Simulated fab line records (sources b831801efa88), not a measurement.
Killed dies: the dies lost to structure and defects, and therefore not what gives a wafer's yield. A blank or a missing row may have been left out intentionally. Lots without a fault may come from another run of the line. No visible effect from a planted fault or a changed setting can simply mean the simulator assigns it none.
2 desks looking at one fault | flow sky130 | each desk has only its own numbers; what lay behind them comes last

THE TOOL OWNER'S DESK: iline stepper-01
The tool's own readings at SKY_NWELL_EXPOSE_07 (exposes mask NWM, target cd 840 nm): means of the sampled wafers that have a number, for each lot that ran on this tool. Marked OUT: a lot whose mean sits more than 4 standard deviations from the usual mean, which makes it out of limits; the brackets give that distance.
Columns: A = exposure dose mJ cm2 at SKY_NWELL_EXPOSE_07, usual 255.06
lot  | first seen here | A
L906 | day 4 19:41     | 255.06
L914 | day 6 19:00     | 254.86
L917 | day 7 10:28     | 255.06
This desk's finding: nothing out of limits on any of the 3 lots.

THE METROLOGY DESK
Means of the sampled wafers that have a number, per lot and without regard to the tool the lot ran on: this is what the gauges read. Marked OUT: a lot whose mean sits more than 4 standard deviations from the usual mean, which makes it out of limits; the brackets give that distance. It has 8 readings; the 7 that lie furthest out on some lot are the ones shown.
Columns: A = PWDE_OVL at SKY_PWDE_OVL_MEAS_07, usual -0.5 nm; B = PWDE_TW at SKY_PWDE_TW_MEAS_10, usual 372; C = NWELL_00_OVL at SKY_NWELL_OVL_MEAS_10, usual 0.2 nm; D = NWELL_TW at SKY_NWELL_TW_MEAS_15, usual 1814; E = NWELL_2_TW at SKY_NWELL_TW_MEAS_26, usual 495; F = NWELL_RS at SKY_NWELL_RS_MEAS_29, usual 624.6 ohm/sq; G = PWDE_RS at SKY_NWELL_RS_MEAS_31, usual 5270 ohm/sq
lot  | first seen here | A    | B   | C   | D    | E   | F     | G
L906 | day 4 11:01     | -1.0 | 376 | 1.7 | 1828 | 498 | 620.5 | 5266
L907 | day 4 18:11     | -1.0 | 368 | 0.6 | 1821 | 501 | 623.8 | 5272
L914 | day 6 09:41     | 2.0  | 376 | 0.1 | 1824 | 494 | 625.4 | 5244
L917 | day 7 01:25     | 0.4  | 366 | 2.6 | 1780 | 490 | 625.0 | 5288
L920 | day 7 19:13     | -0.4 | 375 | 0.9 | 1819 | 487 | 626.8 | 5303
L926 | day 9 10:55     | -1.9 | 368 | 0.9 | 1830 | 486 | 626.2 | 5278
This desk's finding: nothing out of limits on any of the 6 lots.

ALL TOGETHER
The tool owner's desk saw nothing out of limits.
Metrology desk: nothing out of limits seen.

WHAT THE SIMULATOR HAD INSERTED
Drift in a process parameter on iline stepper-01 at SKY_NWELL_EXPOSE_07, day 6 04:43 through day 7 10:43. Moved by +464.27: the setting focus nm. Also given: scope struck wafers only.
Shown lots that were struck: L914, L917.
